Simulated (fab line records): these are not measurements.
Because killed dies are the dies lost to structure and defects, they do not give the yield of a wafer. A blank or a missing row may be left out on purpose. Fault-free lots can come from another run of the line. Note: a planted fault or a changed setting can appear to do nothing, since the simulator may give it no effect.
Which tool was responsible? / flow sky130 / 33 wafers from 11 lots sampled at 5 of the route's 708 steps

## WHAT EACH GAUGE READ, for each wafer
SKY_METAL1_RS_MEAS_05: uses a four-point probe to measure. Usual: METAL1_ALCU_RS typically reads 0.1269 ohm/sq, with standard deviation 0.001.
lot=L429; measured=day 32 21:31; on=filmMetro-04; METAL1_ALCU_RS (ohm/sq)=0.1274 0.1281 0.1277; flag=
lot=L430; measured=day 32 22:10; on=filmMetro-02; METAL1_ALCU_RS (ohm/sq)=0.1256 0.1264 0.1257; flag=
lot=L432; measured=day 33 21:02; on=filmMetro-04; METAL1_ALCU_RS (ohm/sq)=0.1282 0.1277 0.1274; flag=
lot=L431; measured=day 33 22:43; on=filmMetro-02; METAL1_ALCU_RS (ohm/sq)=0.1274 0.1278 0.1290; flag=
lot=L434; measured=day 34 01:34; on=filmMetro-04; METAL1_ALCU_RS (ohm/sq)=0.1269 0.1264 0.1266; flag=
lot=L440; measured=day 36 19:06; on=filmMetro-02; METAL1_ALCU_RS (ohm/sq)=0.1271 0.1271 0.1258; flag=
lot=L444; measured=day 36 19:24; on=filmMetro-02; METAL1_ALCU_RS (ohm/sq)=0.1255 0.1249 0.1253; flag=
lot=L443; measured=day 36 20:17; on=filmMetro-03; METAL1_ALCU_RS (ohm/sq)=0.1265 0.1267 0.1268; flag=
lot=L445; measured=day 37 03:30; on=filmMetro-04; METAL1_ALCU_RS (ohm/sq)=0.1274 0.1278 0.1281; flag=
lot=L446; measured=day 37 14:13; on=filmMetro-02; METAL1_ALCU_RS (ohm/sq)=0.1253 0.1260 0.1256; flag=
lot=L447; measured=day 37 15:43; on=filmMetro-04; METAL1_ALCU_RS (ohm/sq)=0.1279 0.1261 0.1258; flag=

SKY_VIA1_RS_MEAS_22: uses a four-point probe to measure. Usual: VIA1_W_RS typically reads 0.426 ohm/sq, with standard deviation 0.0054.
lot=L429; measured=day 35 05:02; on=filmMetro-02; VIA1_W_RS (ohm/sq)=0.428 0.425 0.428; flag=
lot=L430; measured=day 35 06:14; on=filmMetro-02; VIA1_W_RS (ohm/sq)=0.424 0.425 0.428; flag=
lot=L432; measured=day 36 04:24; on=filmMetro-02; VIA1_W_RS (ohm/sq)=0.421 0.429 0.425; flag=
lot=L431; measured=day 36 06:14; on=filmMetro-03; VIA1_W_RS (ohm/sq)=0.423 0.425 0.436; flag=
lot=L434; measured=day 36 09:26; on=filmMetro-02; VIA1_W_RS (ohm/sq)=0.437 0.431 0.436; flag=
lot=L440; measured=day 39 00:23; on=filmMetro-01; VIA1_W_RS (ohm/sq)=0.422 0.428 0.423; flag=
lot=L444; measured=day 39 00:41; on=filmMetro-01; VIA1_W_RS (ohm/sq)=0.423 0.425 0.419; flag=
lot=L443; measured=day 39 01:01; on=filmMetro-02; VIA1_W_RS (ohm/sq)=0.436 0.430 0.433; flag=
lot=L445; measured=day 39 09:11; on=filmMetro-02; VIA1_W_RS (ohm/sq)=0.428 0.434 0.431; flag=
lot=L446; measured=day 39 19:23; on=filmMetro-02; VIA1_W_RS (ohm/sq)=0.421 0.418 0.423; flag=
lot=L447; measured=day 39 20:32; on=filmMetro-02; VIA1_W_RS (ohm/sq)=0.420 0.421 0.423; flag=

SKY_VIA1_THK_MEAS_23: measures by xrf. Usual: VIA1_W_THK typically reads 274 nm, with standard deviation 4.2.
lot=L429; measured=day 35 05:09; on=filmMetro-02; VIA1_W_THK (nm)=269 274 272; flag=
lot=L430; measured=day 35 06:22; on=filmMetro-02; VIA1_W_THK (nm)=273 273 273; flag=
lot=L432; measured=day 36 04:31; on=filmMetro-02; VIA1_W_THK (nm)=275 271 271; flag=
lot=L431; measured=day 36 06:21; on=filmMetro-03; VIA1_W_THK (nm)=278 277 270; flag=
lot=L434; measured=day 36 09:34; on=filmMetro-02; VIA1_W_THK (nm)=265 271 267; flag=
lot=L440; measured=day 39 00:29; on=filmMetro-01; VIA1_W_THK (nm)=278 275 280; flag=
lot=L444; measured=day 39 00:47; on=filmMetro-01; VIA1_W_THK (nm)=279 278 283; flag=
lot=L443; measured=day 39 01:07; on=filmMetro-02; VIA1_W_THK (nm)=267 270 267; flag=
lot=L445; measured=day 39 09:18; on=filmMetro-02; VIA1_W_THK (nm)=271 266 269; flag=
lot=L446; measured=day 39 19:29; on=filmMetro-02; VIA1_W_THK (nm)=275 277 272; flag=
lot=L447; measured=day 39 20:39; on=filmMetro-02; VIA1_W_THK (nm)=276 277 273; flag=

SKY_PASSIVATION_THK_MEAS_03. Usual: PASSIVATION_CVD_02_THK typically reads 539 nm, with standard deviation 6.6.
lot=L429; measured=day 44 16:41; on=filmMetro-02; PASSIVATION_CVD_02_THK (nm)=534 528 545; flag=
lot=L430; measured=day 44 18:38; on=filmMetro-01; PASSIVATION_CVD_02_THK (nm)=538 541 541; flag=
lot=L432; measured=day 45 13:41; on=filmMetro-01; PASSIVATION_CVD_02_THK (nm)=529 536 539; flag=
lot=L431; measured=day 45 17:44; on=filmMetro-03; PASSIVATION_CVD_02_THK (nm)=534 551 553; flag=
lot=L434; measured=day 45 19:02; on=filmMetro-03; PASSIVATION_CVD_02_THK (nm)=538 541 545; flag=
lot=L440; measured=day 47 22:11; on=filmMetro-03; PASSIVATION_CVD_02_THK (nm)=671 545 538; flag=OFF
lot=L444; measured=day 48 00:44; on=filmMetro-03; PASSIVATION_CVD_02_THK (nm)=525 540 538; flag=
lot=L443; measured=day 48 00:08; on=filmMetro-02; PASSIVATION_CVD_02_THK (nm)=538 530 544; flag=
lot=L445; measured=day 48 07:50; on=filmMetro-03; PASSIVATION_CVD_02_THK (nm)=534 543 542; flag=
lot=L446; measured=day 48 12:45; on=filmMetro-02; PASSIVATION_CVD_02_THK (nm)=531 535 544; flag=
lot=L447; measured=day 48 13:27; on=filmMetro-02; PASSIVATION_CVD_02_THK (nm)=530 536 534; flag=

## TOOL THAT RAN EACH LOT (tool first, then ch and the chambers of the sampled wafers, then the start)
lot=L429; SKY_PASSIVATION_CVD_02=pecvd-02 ch 0,2, day 44 16:28
lot=L430; SKY_PASSIVATION_CVD_02=pecvd-03 ch 0,1, day 44 18:18
lot=L432; SKY_PASSIVATION_CVD_02=pecvd-01 ch 1,2, day 45 13:27
lot=L431; SKY_PASSIVATION_CVD_02=pecvd-01 ch 0,1,2, day 45 17:31
lot=L434; SKY_PASSIVATION_CVD_02=pecvd-02 ch 0,1, day 45 18:42
lot=L440; SKY_PASSIVATION_CVD_02=pecvd-02 ch 0,1,2, day 47 21:56
lot=L444; SKY_PASSIVATION_CVD_02=pecvd-03 ch 0,2, day 48 00:29
lot=L443; SKY_PASSIVATION_CVD_02=pecvd-01 ch 1,2, day 47 23:54
lot=L445; SKY_PASSIVATION_CVD_02=pecvd-01 ch 0,1,2, day 48 07:33
lot=L446; SKY_PASSIVATION_CVD_02=pecvd-03 ch 1,2, day 48 12:30
lot=L447; SKY_PASSIVATION_CVD_02=pecvd-03 ch 0,1,2, day 48 13:14
- SKY_PASSIVATION_CVD_02: deposits Si3N4, target thk 540 nm.

## AS READ BY THE TOOLS THEMSELVES (means over the sampled wafers that have a number; for cases with no such wafer, the mark the record gives instead)
SKY_PASSIVATION_CVD_02. Usual: heaterPowerOuterW 427 W, standard deviation 80; heaterPowerW 690 W, standard deviation 120.
lot=L429; tool=pecvd-02; heaterPowerOuterW (W)=384; heaterPowerW (W)=607; flag=
lot=L430; tool=pecvd-03; heaterPowerOuterW (W)=495; heaterPowerW (W)=756; flag=
lot=L432; tool=pecvd-01; heaterPowerOuterW (W)=391; heaterPowerW (W)=689; flag=
lot=L431; tool=pecvd-01; heaterPowerOuterW (W)=421; heaterPowerW (W)=709; flag=
lot=L434; tool=pecvd-02; heaterPowerOuterW (W)=496; heaterPowerW (W)=782; flag=
lot=L440; tool=pecvd-02; heaterPowerOuterW (W)=412; heaterPowerW (W)=677; flag=
lot=L444; tool=pecvd-03; heaterPowerOuterW (W)=471; heaterPowerW (W)=733; flag=
lot=L443; tool=pecvd-01; heaterPowerOuterW (W)=379; heaterPowerW (W)=661; flag=
lot=L445; tool=pecvd-01; heaterPowerOuterW (W)=392; heaterPowerW (W)=699; flag=
lot=L446; tool=pecvd-03; heaterPowerOuterW (W)=498; heaterPowerW (W)=747; flag=
lot=L447; tool=pecvd-03; heaterPowerOuterW (W)=463; heaterPowerW (W)=703; flag=

## THE ANSWER, worked out from the rows above alone
Rule: a lot counts as off when the mean over its wafers that have a number is more than 3 standard deviations away from the usual mean. A lot without any number at a reading at which 4 lots or more have one is off too. Any other lot the step has rows for is counted as sound. The gauges are gone through in route order, then the tools' own readings, and for those a lot's mean is taken as printed above. At the first step where some lot is off, the reading lying furthest off is the one used; lots without a number count as furthest.
Off: at SKY_PASSIVATION_THK_MEAS_03 (PASSIVATION_CVD_02_THK), L440.
If a tool, at a process step before that reading, ran all the lots that are off and no sound lot after the first of them, it fits. Those tools and the gauges at SKY_PASSIVATION_THK_MEAS_03 are tried in the same way. One fits: SKY_PASSIVATION_CVD_02 on pecvd-02. Its last sound lot is L434 (day 45 18:42), its first lot that is off L440 (day 47 21:56): a fault that began between those two fits.

## WHAT THE SIMULATOR PUT IN
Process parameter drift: pecvd-02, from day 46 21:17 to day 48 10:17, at SKY_PASSIVATION_CVD_02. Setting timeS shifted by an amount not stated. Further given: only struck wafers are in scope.
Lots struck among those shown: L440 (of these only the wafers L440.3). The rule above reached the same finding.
